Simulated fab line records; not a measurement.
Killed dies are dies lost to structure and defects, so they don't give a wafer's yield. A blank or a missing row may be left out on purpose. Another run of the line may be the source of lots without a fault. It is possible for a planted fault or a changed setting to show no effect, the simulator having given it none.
The tool behind it: which one? :: flow gf180mcu :: 42 wafers from 14 lots sampled at 3 of the route's 602 steps

WHAT EACH GAUGE READ, for each wafer
GF_M4_THK_MEAS_06: measures by xrf. Usual: M4_ALCU_THK 442 nm, standard deviation 6.6.
lot: L271
measured: day 22 07:44
on: film_metro-02
M4_ALCU_THK (nm): 431 440 431
flag: 

lot: L272
measured: day 22 21:09
on: film_metro-04
M4_ALCU_THK (nm): 450 454 453
flag: 

lot: L273
measured: day 22 23:28
on: film_metro-04
M4_ALCU_THK (nm): 445 439 443
flag: 

lot: L275
measured: day 24 04:35
on: film_metro-02
M4_ALCU_THK (nm): 436 442 444
flag: 

lot: L277
measured: day 25 00:35
on: film_metro-03
M4_ALCU_THK (nm): 443 452 440
flag: 

lot: L279
measured: day 25 07:33
on: film_metro-03
M4_ALCU_THK (nm): 445 446 443
flag: 

lot: L281
measured: day 26 04:18
on: film_metro-02
M4_ALCU_THK (nm): 438 444 444
flag: 

lot: L283
measured: day 26 17:41
on: film_metro-03
M4_ALCU_THK (nm): 440 437 439
flag: 

lot: L284
measured: day 26 21:24
on: film_metro-03
M4_ALCU_THK (nm): 456 457 454
flag: 

lot: L286
measured: day 27 18:52
on: film_metro-03
M4_ALCU_THK (nm): 444 433 437
flag: 

lot: L288
measured: day 28 06:19
on: film_metro-04
M4_ALCU_THK (nm): 443 444 450
flag: 

lot: L290
measured: day 28 21:33
on: film_metro-03
M4_ALCU_THK (nm): 448 453 445
flag: 

lot: L291
measured: day 29 03:54
on: film_metro-03
M4_ALCU_THK (nm): 432 429 436
flag: 

lot: L294
measured: day 29 21:27
on: film_metro-04
M4_ALCU_THK (nm): 447 446 446
flag: 

WHICH TOOL RAN EACH LOT (tool, then ch and the chambers of the sampled wafers, then the start)
lot: L271
GF_HV_LDD_HMDS_13: litho_track-04 ch 0, day 10 10:10
GF_M3_STRIP_17: plasma_asher-04 ch 0, day 21 05:59

lot: L272
GF_HV_LDD_HMDS_13: litho_track-04 ch 0, day 10 16:01
GF_M3_STRIP_17: plasma_asher-02 ch 0,1, day 21 18:49

lot: L273
GF_HV_LDD_HMDS_13: litho_track-01 ch 0, day 10 19:18
GF_M3_STRIP_17: plasma_asher-02 ch 0,1, day 21 20:47

lot: L275
GF_HV_LDD_HMDS_13: litho_track-02 ch 0, day 11 19:21
GF_M3_STRIP_17: plasma_asher-01 ch 0,1, day 23 03:08

lot: L277
GF_HV_LDD_HMDS_13: litho_track-01 ch 0, day 12 11:39
GF_M3_STRIP_17: plasma_asher-04 ch 0,1, day 23 23:38

lot: L279
GF_HV_LDD_HMDS_13: litho_track-02 ch 0, day 12 19:45
GF_M3_STRIP_17: plasma_asher-04 ch 0, day 24 06:10

lot: L281
GF_HV_LDD_HMDS_13: litho_track-04 ch 0, day 13 15:22
GF_M3_STRIP_17: plasma_asher-04 ch 0,1, day 25 04:53

lot: L283
GF_HV_LDD_HMDS_13: litho_track-02 ch 0, day 14 05:47
GF_M3_STRIP_17: plasma_asher-01 ch 0,1, day 25 18:26

lot: L284
GF_HV_LDD_HMDS_13: litho_track-02 ch 0, day 14 07:30
GF_M3_STRIP_17: plasma_asher-01 ch 0,1, day 25 21:11

lot: L286
GF_HV_LDD_HMDS_13: litho_track-04 ch 0, day 15 03:37
GF_M3_STRIP_17: plasma_asher-01 ch 0,1, day 26 19:13

lot: L288
GF_HV_LDD_HMDS_13: litho_track-04 ch 0, day 15 17:13
GF_M3_STRIP_17: plasma_asher-02 ch 0,1, day 27 07:52

lot: L290
GF_HV_LDD_HMDS_13: litho_track-01 ch 0, day 16 12:07
GF_M3_STRIP_17: plasma_asher-01 ch 0,1, day 27 23:41

lot: L291
GF_HV_LDD_HMDS_13: litho_track-04 ch 0, day 16 20:31
GF_M3_STRIP_17: plasma_asher-01 ch 0,1, day 28 05:41

lot: L294
GF_HV_LDD_HMDS_13: litho_track-01 ch 0, day 17 15:33
GF_M3_STRIP_17: plasma_asher-02 ch 0, day 28 23:05
- GF_HV_LDD_HMDS_13: prime time 60 s.
- GF_M3_STRIP_17: strips in O2/N2.

WHAT THE TOOLS THEMSELVES READ (means of the sampled wafers that have a number; where no wafer has one, the mark that the record gives instead)
GF_HV_LDD_HMDS_13. Usual: prime_temp_c 120.02 C, standard deviation 0.14; resist_line_temp_C 22.99 C, standard deviation 0.11.
lot: L271
tool: litho_track-04
prime_temp_c (C): 120.16
resist_line_temp_C (C): 23.02
flag: 

lot: L272
tool: litho_track-04
prime_temp_c (C): 120.01
resist_line_temp_C (C): 23.06
flag: 

lot: L273
tool: litho_track-01
prime_temp_c (C): 119.99
resist_line_temp_C (C): 22.87
flag: 

lot: L275
tool: litho_track-02
prime_temp_c (C): 119.86
resist_line_temp_C (C): 22.94
flag: 

lot: L277
tool: litho_track-01
prime_temp_c (C): 119.96
resist_line_temp_C (C): 23.04
flag: 

lot: L279
tool: litho_track-02
prime_temp_c (C): 120.09
resist_line_temp_C (C): 22.86
flag: 

lot: L281
tool: litho_track-04
prime_temp_c (C): 119.92
resist_line_temp_C (C): 23.02
flag: 

lot: L283
tool: litho_track-02
prime_temp_c (C): 127.09
resist_line_temp_C (C): 23.06
flag: OFF

lot: L284
tool: litho_track-02
prime_temp_c (C): 126.95
resist_line_temp_C (C): 22.96
flag: OFF

lot: L286
tool: litho_track-04
prime_temp_c (C): 120.00
resist_line_temp_C (C): 22.88
flag: 

lot: L288
tool: litho_track-04
prime_temp_c (C): 119.91
resist_line_temp_C (C): 22.88
flag: 

lot: L290
tool: litho_track-01
prime_temp_c (C): 120.12
resist_line_temp_C (C): 23.13
flag: 

lot: L291
tool: litho_track-04
prime_temp_c (C): 120.05
resist_line_temp_C (C): 23.18
flag: 

lot: L294
tool: litho_track-01
prime_temp_c (C): 120.18
resist_line_temp_C (C): 23.04
flag: 

GF_M3_STRIP_17. Usual: drypump_motor_current_A 5.8 A, standard deviation 0.4; heater_power_w 306 W, standard deviation 30; oes_product_au 0.558 a.u., standard deviation 0.0053; strip_time_to_endpoint_s 7.89 s, standard deviation 0.05.
lot: L271
tool: plasma_asher-04
drypump_motor_current_A (A): 5.7
heater_power_w (W): 340
oes_product_au (a.u.): 0.562
strip_time_to_endpoint_s (s): 7.85
flag: 

lot: L272
tool: plasma_asher-02
drypump_motor_current_A (A): 6.0
heater_power_w (W): 287
oes_product_au (a.u.): 0.556
strip_time_to_endpoint_s (s): 7.83
flag: 

lot: L273
tool: plasma_asher-02
drypump_motor_current_A (A): 5.9
heater_power_w (W): 287
oes_product_au (a.u.): 0.555
strip_time_to_endpoint_s (s): 7.92
flag: 

lot: L275
tool: plasma_asher-01
drypump_motor_current_A (A): 5.8
heater_power_w (W): 335
oes_product_au (a.u.): 0.561
strip_time_to_endpoint_s (s): 7.97
flag: 

lot: L277
tool: plasma_asher-04
drypump_motor_current_A (A): 5.3
heater_power_w (W): 285
oes_product_au (a.u.): 0.560
strip_time_to_endpoint_s (s): 7.88
flag: 

lot: L279
tool: plasma_asher-04
drypump_motor_current_A (A): 5.7
heater_power_w (W): 342
oes_product_au (a.u.): 0.565
strip_time_to_endpoint_s (s): 7.84
flag: 

lot: L281
tool: plasma_asher-04
drypump_motor_current_A (A): 5.5
heater_power_w (W): 308
oes_product_au (a.u.): 0.560
strip_time_to_endpoint_s (s): 7.93
flag: 

lot: L283
tool: plasma_asher-01
drypump_motor_current_A (A): 5.8
heater_power_w (W): 334
oes_product_au (a.u.): 0.555
strip_time_to_endpoint_s (s): 7.82
flag: 

lot: L284
tool: plasma_asher-01
drypump_motor_current_A (A): 6.1
heater_power_w (W): 331
oes_product_au (a.u.): 0.553
strip_time_to_endpoint_s (s): 7.84
flag: 

lot: L286
tool: plasma_asher-01
drypump_motor_current_A (A): 6.1
heater_power_w (W): 332
oes_product_au (a.u.): 0.558
strip_time_to_endpoint_s (s): 7.89
flag: 

lot: L288
tool: plasma_asher-02
drypump_motor_current_A (A): 5.9
heater_power_w (W): 287
oes_product_au (a.u.): 0.552
strip_time_to_endpoint_s (s): 7.81
flag: 

lot: L290
tool: plasma_asher-01
drypump_motor_current_A (A): 6.1
heater_power_w (W): 332
oes_product_au (a.u.): 0.563
strip_time_to_endpoint_s (s): 7.89
flag: 

lot: L291
tool: plasma_asher-01
drypump_motor_current_A (A): 6.0
heater_power_w (W): 335
oes_product_au (a.u.): 0.559
strip_time_to_endpoint_s (s): 7.88
flag: 

lot: L294
tool: plasma_asher-02
drypump_motor_current_A (A): 6.1
heater_power_w (W): 282
oes_product_au (a.u.): 0.555
strip_time_to_endpoint_s (s): 7.88
flag: 

THE ANSWER, worked out from the rows above alone
Rule: a lot is off if the mean of its wafers that have a number lies more than 3 standard deviations from the usual mean. Also off: a lot with no number at a reading for which 4 or more lots have one. Where the step has rows for the other lots, those lots are counted as sound. After the gauges, taken in route order, come the tools' own readings; for these a lot's mean is taken, as printed above. At the first step where some lot is off, the reading lying furthest off is the one used; lots without a number count as furthest.
Off, at GF_HV_LDD_HMDS_13 on prime_temp_c: L283, L284.
A tool fits if, at that step or a process step before it, it ran every lot that is off, and no sound lot after the first of them. One candidate fits, namely litho_track-02 at GF_HV_LDD_HMDS_13. A fault onset in the window from L279 (day 12 19:45, its last sound lot) to L283 (day 14 05:47, its first lot off) fits.
The tool's own readings at GF_HV_LDD_HMDS_13 bear it out: on the lots that are off they differ by more than 5 times the standard deviation of the sound lots' means. prime_temp_c reads 127.02 C there against 120.02 C on the sound lots.

WHAT THE SIMULATOR HAD INSERTED
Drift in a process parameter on litho_track-02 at GF_HV_LDD_HMDS_13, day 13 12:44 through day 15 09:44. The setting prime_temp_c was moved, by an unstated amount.
Struck lots among those shown: L283, L284. The rule above reached the same finding.
